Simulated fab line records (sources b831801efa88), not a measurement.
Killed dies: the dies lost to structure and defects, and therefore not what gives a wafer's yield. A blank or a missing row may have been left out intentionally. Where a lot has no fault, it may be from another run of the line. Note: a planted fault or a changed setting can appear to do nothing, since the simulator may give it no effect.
Struck lot and sound lot, side by side | flow sky130 | 16 out of 708 route steps
Sound: the wafers L601.3, L601.4, L601.6. Wafers L603.1, L603.4, L603.5 were the ones struck. The cause comes at the end.
Per side, at each step with rows, come the tool, then ch with its chambers, and then its first start. Under that, the readings that differ: sound wafers | struck wafers | difference of the means | sigmas: that difference in standard deviations of wafers without a fault.
alike: words and numbers the same on both sides, and readings whose means are apart by under 2 such deviations; not compared: readings that were withheld, readings missing a value for some wafer, numbers with overlapping values and no deviation given by the record, and bounds like >300 which may hide the same value.
The two part at a step that has a row with sigmas, a row that says differs or no value, or rows on one side only. Numbers that don't overlap but have no deviation are shown without sigmas and don't part them. A reading missing from all wafers of one side parts the sides only when that side holds two or more wafers.

SKY_SD_N_OVL_MEAS_08:
  sound on overlay-02, day 30 08:56; struck on overlay-02, day 30 18:40
  alike: SD_N_OVL
then, 2 steps without rows for these wafers: SKY_SD_N_IMPLANT_09; SKY_SD_N_IMPLANT_10.
SKY_SD_N_STRIP_11: strips in O2/N2.
  sound on plasma-asher-02 ch 0,1, day 30 09:22; struck on plasma-asher-02 ch 0,1, day 30 19:00
  reading                      | sound             | struck            | difference | sigmas
  strip-time-to-endpoint-s (s) | 22.58 22.59 22.58 | 22.50 22.46 22.51 | -0.09      | -3
  alike: drypump-motor-current-A, oes-product-au
  not compared: rf-hours-counter-h
SKY_SD_N_TW_MEAS_12:
  sound on film-metro-01, day 30 09:27; struck on film-metro-02, day 30 19:06
  alike: SD_N_TW
then, 1 step without rows for these wafers: SKY_SD_N_CLEAN_13 (cleans in SC1/SC2, time 150 s).
SKY_SD_N_RTA_14: time 2 s.
  sound on rtp-anneal-02 ch 0, day 30 09:34; struck on rtp-anneal-01 ch 0, day 30 19:13
  alike: chamber-o2-ppm, lamp-power-pct, wafer_temp_C_max
SKY_SD_N_RS_MEAS_16: measures by four-point-probe.
  sound on film-metro-04, day 30 09:46; struck on film-metro-01, day 30 19:23
  alike: SD_N_RS
SKY_SD_N_RS_MEAS_17: measures by four-point-probe.
  sound on film-metro-04, day 30 09:53; struck on film-metro-01, day 30 19:31
  alike: SD_P_RS
SKY_SD_N_RS_MEAS_18: measures by four-point-probe.
  sound on film-metro-04, day 30 10:00; struck on film-metro-01, day 30 19:38
  alike: RES_XHIGH_RS
then, 1 step without rows for these wafers: SKY_SALICIDE_CLEAN_00 (cleans in HF-last, time 30 s).
SKY_LI_CONTACT_HDPCVD_00: deposits PSG, target thk 930 nm, time 155 s.
  sound on hdpcvd-02 ch 0,1, day 30 10:05; struck on hdpcvd-01 ch 0,1,2, day 30 19:46
  reading                                       | sound             | struck            | difference | sigmas
  run-length-s (s)                              | 182.4 182.6 182.4 | 146.4 146.6 147.6 | -35.6      | -85
  model.PSG_of_LI_CONTACT_HDPCVD_00.thk-nm (nm) | 914.2 924.1 936.4 | 703.4 712.5 678.9 | -226.6     |
SKY_LI_CONTACT_THK_MEAS_01:
  sound on film-metro-01, day 30 10:13; struck on film-metro-04, day 30 19:52
  reading                    | sound       | struck      | difference | sigmas
  LI_CONTACT_HDPCVD_THK (nm) | 914 925 936 | 703 713 679 | -227       | -21
SKY_LI_CONTACT_CMP_02: polishes PSG.
  sound on cmp-01 ch 0,2, day 30 10:19; struck on cmp-01 ch 0,1, day 30 19:56
  reading                | sound    | struck | difference | sigmas
  time-to-endpoint-s (s) | 31 31 33 | 8 6 3  | -26        | -9
  alike: motor-current-A
SKY_LI_CONTACT_BOW_MEAS_03:
  sound on film-metro-01, day 30 10:36; struck on film-metro-01, day 30 20:14
  alike: LI_CONTACT_BOW
-- record jumps: 17 days separate the struck wafers' starts on either side; left off in module LI_CONTACT, taken up again in module PAD_OPEN, whose first shown step is the route's number 708 --
SKY_PAD_OPEN_PROBE_99:
  sound on prober-01, day 47 13:41; struck on prober-02, day 48 00:04
  alike: killed_at_M0_to_M3, killed_at_M4_up, killed-at-contacts, killed-at-front-end, killed-at-other, killed-dies, killed-open, killed-short

## WHERE THEY PART
At SKY_SD_N_STRIP_11 first; at SKY_LI_CONTACT_CMP_02 last (within this record only). Later steps at which nothing parts them and some readings are alike: SKY_LI_CONTACT_BOW_MEAS_03, SKY_PAD_OPEN_PROBE_99.

WHY: what the simulator had put in
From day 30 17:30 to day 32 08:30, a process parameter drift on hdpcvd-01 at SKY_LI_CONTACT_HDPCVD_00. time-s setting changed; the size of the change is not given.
